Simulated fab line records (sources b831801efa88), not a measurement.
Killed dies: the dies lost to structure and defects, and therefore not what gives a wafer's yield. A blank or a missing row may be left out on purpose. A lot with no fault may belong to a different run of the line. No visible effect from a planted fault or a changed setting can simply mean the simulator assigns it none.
Code-filled problem report in 8D (eight disciplines) form ; flow sky130 ; the parts of the form that need people (team, actions taken, sign-off) are left out

== 1. WHAT IS WRONG ==
Mean of cathode_dc_power_W at SKY_METAL3_SPUTTER_02: 9750 W across 3 wafers in 2 lots; on wafers with no fault it is 10600 W (standard deviation 2.2). That is -99 or more standard deviations from the usual mean.
The step: material AlCu, target thk 735 nm, time 39.1 s.
The first sign was on wafer L719.1 at day 40 10:47, on pvd_sputter-03. At this step, 30 wafers from 10 lots have a number in the record. By rule, "out" or "out of limits" means more than 4 standard deviations away from the usual mean. Any other wafer with a number is counted as sound.

== 2. WHAT IT IS; WHAT IT IS NOT ==
question;is;is not
which readings at this step;cathode_dc_power_W;throttle_valve_pct
which lots;L719, L721;L707, L709, L710, L713, L717, L724, L728, L729
which wafers of those lots;L719.1, L721.2, L721.6;L719.2, L719.5, L721.1
read on which tools;pvd_sputter-03;pvd_sputter-01, pvd_sputter-04
when;from day 40 10:47;"up to then (14 sound wafers); but 13 sound wafers of L717, L721, L724, L728, L729 came after"

== 3. WHAT RULES OUT EACH SUSPECT ==
Counting: any tool at a process step up to the reading remains a suspect provided it ran every lot that is out. Sound lots after the first of them don't rule it out here, since some wafers of a struck lot are sound.
- pvd_sputter-03 at SKY_METAL3_SPUTTER_02 (material AlCu, target thk 735 nm, time 39.1 s): kept. It processed each lot that is out (first: L719, day 40 10:47); up to then, its last sound lot is L710 (day 37 22:02). Its own readings are out on those wafers: cathode_dc_power_W.
Left after counting: pvd_sputter-03 at SKY_METAL3_SPUTTER_02.

== 4. THE CAUSE (what the simulator had put in) ==
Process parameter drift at SKY_METAL3_SPUTTER_02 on pvd_sputter-03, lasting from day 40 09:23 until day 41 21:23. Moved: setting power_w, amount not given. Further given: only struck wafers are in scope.
Counting left only this tool.

== 5. SEQUENCE OF EFFECTS, ordered by route ==
One row per reading whose mean, taken over the struck wafers that have a number, lies over 3 standard deviations from the usual. Readings are gone through only where the record gives a usual standard deviation; hours: the median, over the lots, of the time from a lot's start at the first step in this table giving one to that lot's start at this step; sigmas: the change measured in usual standard deviations.
hours;step;reading;usual;on struck wafers;change;sigmas
0;SKY_METAL3_SPUTTER_02;cathode_dc_power_W;10600 W;9750;-850;-99 or more
49;SKY_METAL3_METAL_ETCH_18;oes_product_au;0.865 a.u.;0.830;-0.035;-4.9
It contains these process steps:
- SKY_METAL3_SPUTTER_02: material AlCu, target thk 735 nm, time 39.1 s.
- SKY_METAL3_METAL_ETCH_18: etches the open film in Cl2/BCl3, stops on SiO2, target depth 845 nm, time 183.1 s.

== 6. WHAT WOULD HAVE CAUGHT IT SOONER ==
In this record the first reading out of limits was taken at day 40 10:47, 1 hour after the fault began at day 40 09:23.
